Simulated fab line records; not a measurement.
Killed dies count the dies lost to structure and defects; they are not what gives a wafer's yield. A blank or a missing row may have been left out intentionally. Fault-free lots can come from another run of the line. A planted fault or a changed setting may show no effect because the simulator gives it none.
One fault through the eyes of 2 desks ; flow sky130 ; only its own numbers are on each desk; what lay behind them is given at the end

FROM THE METROLOGY DESK
Means of the sampled wafers that have a number, per lot and without regard to the tool the lot ran on: this is what the gauges read. Any lot whose mean is over 4 standard deviations away from the usual mean is out of limits and marked OUT; that distance is given in the brackets.
Columns: A = cd nm at SKY_METAL3_CD_MEAS_13, usual 300.1 nm
lot;first seen here;A
L195;day 38 05:49;300.8
L197;day 38 22:17;299.8
L198;day 39 02:48;297.8
L201;day 40 03:53;296.4
L206;day 42 10:01;308.9 (+4.9) OUT
L207;day 42 19:42;308.1 (+4.5) OUT
L208;day 42 23:33;306.5
L209;day 42 23:51;304.0
L211;day 43 07:31;302.7
L212;day 43 16:01;298.5
L218;day 44 23:01;300.5
This desk finds L206, L207 out of limits, L206 being first, at day 42 10:01 (cd nm at SKY_METAL3_CD_MEAS_13). L195, L197, L198, L201, L208, L209, L211, L212, L218 stayed within limits.

THE TOOL OWNER'S DESK: krf scanner-01
The tool's own readings at SKY_METAL3_EXPOSE_10 (exposes mask MM3, target cd 300 nm): means of the sampled wafers that have a number, for each lot that ran on this tool. Any lot whose mean is over 4 standard deviations away from the usual mean is out of limits and marked OUT; that distance is given in the brackets.
Columns: A = exposure dose mJ cm2 at SKY_METAL3_EXPOSE_10, usual 27.96; B = reticle temp C at SKY_METAL3_EXPOSE_10, usual 22.99 C
lot;first seen here;A;B
L197;day 38 09:16;27.91;23.04
L198;day 38 14:21;27.94;23.12
L206;day 41 22:40;26.59 (-32) OUT;23.09
L207;day 42 07:47;26.63 (-31) OUT;22.82
L208;day 42 11:09;26.90 (-25) OUT;22.97
L209;day 42 11:40;26.88 (-25) OUT;23.05
This desk finds L206, L207, L208, L209 out of limits, L206 being first, at day 41 22:40 (exposure dose mJ cm2 at SKY_METAL3_EXPOSE_10). L197, L198 stayed within limits.

TAKEN TOGETHER
At day 41 22:40, on L206, L207, L208, L209, the tool owner's desk was in a position to raise an alarm.
On L206, L207, the metrology desk was in a position to raise an alarm at day 42 10:01.
The metrology desk has L208, L209 on record, within its limits.
Of the lots named, all ran SKY_METAL3_EXPOSE_10 on krf scanner-01.

WHAT THE SIMULATOR PUT IN
Drift in process parameters on krf scanner-01 at SKY_METAL3_EXPOSE_10, starting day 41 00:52. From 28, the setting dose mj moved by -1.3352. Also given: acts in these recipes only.
Lots struck among those shown: L206, L207, L208, L209.
Time in hours from fault onset to the first out-of-limits reading at each desk: tool owner's desk 22, metrology desk 33.
